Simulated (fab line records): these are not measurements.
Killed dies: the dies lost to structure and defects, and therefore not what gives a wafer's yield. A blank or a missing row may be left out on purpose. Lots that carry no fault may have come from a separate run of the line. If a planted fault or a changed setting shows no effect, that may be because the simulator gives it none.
Which tool was responsible? + flow sky130 + Sampling: 11 lots, 30 wafers, 4 of 708 route steps

WHAT THE GAUGES SHOWED, per wafer
SKY_CONTACT_RS_MEAS_25: measurement is done with a four-point probe.
| lot  | measured     | on            | CONTACT_W_RS (ohm/sq) |
|------|--------------|---------------|-----------------------|
| L123 | day 30 07:06 | film_metro-04 | 0.336 0.337 0.340     |
| L124 | day 31 20:22 | film_metro-01 | 0.332 0.330 0.334     |
| L125 | day 32 12:37 | film_metro-01 | 0.337 0.335 0.336     |
| L132 | day 35 06:08 | film_metro-01 | 0.331 0.333 0.340     |
| L133 | day 35 11:43 | film_metro-04 | 0.337 0.340 0.338     |
| L136 | day 37 13:26 | film_metro-04 | 0.335 0.338 0.335     |
| L138 | day 37 16:16 | film_metro-03 | 0.334 0.335 0.339     |
| L137 | day 37 18:12 | film_metro-03 | 0.335 0.335 0.339     |
| L140 | day 37 19:40 | film_metro-03 | 0.399 0.336           |
| L141 | day 37 21:09 | film_metro-01 | 0.339 0.408           |
| L143 | day 38 10:56 | film_metro-04 | 0.333 0.396           |

WHICH TOOL RAN EACH LOT (tool, then ch and the chambers of the sampled wafers, then the start)
| lot  | SKY_LI_CONTACT_STRIP_16              | SKY_CONTACT_ETCH_18                           | SKY_CONTACT_CVD_24            |
|------|--------------------------------------|-----------------------------------------------|-------------------------------|
| L123 | plasma_asher-03 ch 0,1, day 27 17:06 | rie_diel-01 ch 0,2, day 30 06:59 or earlier   | cvd_w-01 ch 0,1, day 30 06:59 |
| L124 | plasma_asher-01 ch 0,1, day 29 08:12 | rie_diel-04 ch 1,2,3, day 31 20:14 or earlier | cvd_w-02 ch 0,1, day 31 20:14 |
| L125 | plasma_asher-03 ch 0,1, day 30 01:56 | rie_diel-02 ch 1,3, day 32 12:29 or earlier   | cvd_w-01 ch 0,1, day 32 12:29 |
| L132 | plasma_asher-01 ch 0,1, day 33 00:48 | rie_diel-01 ch 1,2,3, day 35 06:01 or earlier | cvd_w-02 ch 0,1, day 35 06:01 |
| L133 | plasma_asher-02 ch 0,1, day 33 06:15 | rie_diel-01 ch 0,1,3, day 35 11:37 or earlier | cvd_w-01 ch 0,1, day 35 11:37 |
| L136 | plasma_asher-03 ch 0,1, day 35 07:09 | rie_diel-04 ch 0,1,3, day 37 13:18 or earlier | cvd_w-01 ch 0,1, day 37 13:18 |
| L138 | plasma_asher-02 ch 0,1, day 35 08:31 | rie_diel-02 ch 1,2,3, day 37 16:09 or earlier | cvd_w-01 ch 0,1, day 37 16:09 |
| L137 | plasma_asher-01 ch 0,1, day 35 10:14 | rie_diel-04 ch 0,1,3, day 37 18:05 or earlier | cvd_w-02 ch 1, day 37 18:05   |
| L140 | plasma_asher-02 ch 0,1, day 35 10:36 | rie_diel-01 ch 0,1, day 37 19:32 or earlier   | cvd_w-02 ch 1, day 37 19:32   |
| L141 | plasma_asher-01 ch 1, day 35 11:31   | rie_diel-02 ch 2,3, day 37 20:58 or earlier   | cvd_w-02 ch 0,1, day 37 20:58 |
| L143 | plasma_asher-02 ch 0, day 36 05:29   | rie_diel-02 ch 1, day 38 10:48 or earlier     | cvd_w-02 ch 0,1, day 38 10:48 |
- SKY_LI_CONTACT_STRIP_16: strips in O2/N2.
- SKY_CONTACT_ETCH_18: etches Si3N4 in CHF3/O2, stops on TiN, time 39 s, target depth 75 nm.
- SKY_CONTACT_CVD_24: deposits W, target thk 340 nm, time 102.12 s.

THE ANSWER, worked out from the rows above alone
Rule: what is usual is taken from the lots themselves. Put in order of their means at a reading, lots are off if they are a third of the lots or fewer, leave a main group of 4 or more, and stand apart from it by a gap of 3 or more times the standard deviation of the main group's means; of several such gaps the widest counts. A main group is skipped when, at the precision printed for the reading in the tables above, its means are all equal. A lot without any number at a reading at which 4 lots or more have one is off too. The other lots that the step has rows for count as sound.
Off: L140, L141, L143, seen at SKY_CONTACT_RS_MEAS_25 (CONTACT_W_RS). The main group: mean 0.336 ohm/sq, standard deviation 0.0018.
If a tool, at a process step before that reading, ran all the lots that are off and no sound lot after the first of them, it fits. The gauges at SKY_CONTACT_RS_MEAS_25 are tried like those tools. SKY_CONTACT_ETCH_18: start missing for some lots; hours and lot order therefore follow SKY_CONTACT_CVD_24. One candidate fits, namely cvd_w-02 at SKY_CONTACT_CVD_24. Its last sound lot is L137 (day 37 18:05), its first lot that is off L140 (day 37 19:32): a fault that began between those two fits.

WHAT HAD BEEN PUT IN BY THE SIMULATOR
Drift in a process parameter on cvd_w-02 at SKY_CONTACT_CVD_24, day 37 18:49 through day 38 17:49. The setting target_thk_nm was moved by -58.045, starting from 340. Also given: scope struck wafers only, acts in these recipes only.
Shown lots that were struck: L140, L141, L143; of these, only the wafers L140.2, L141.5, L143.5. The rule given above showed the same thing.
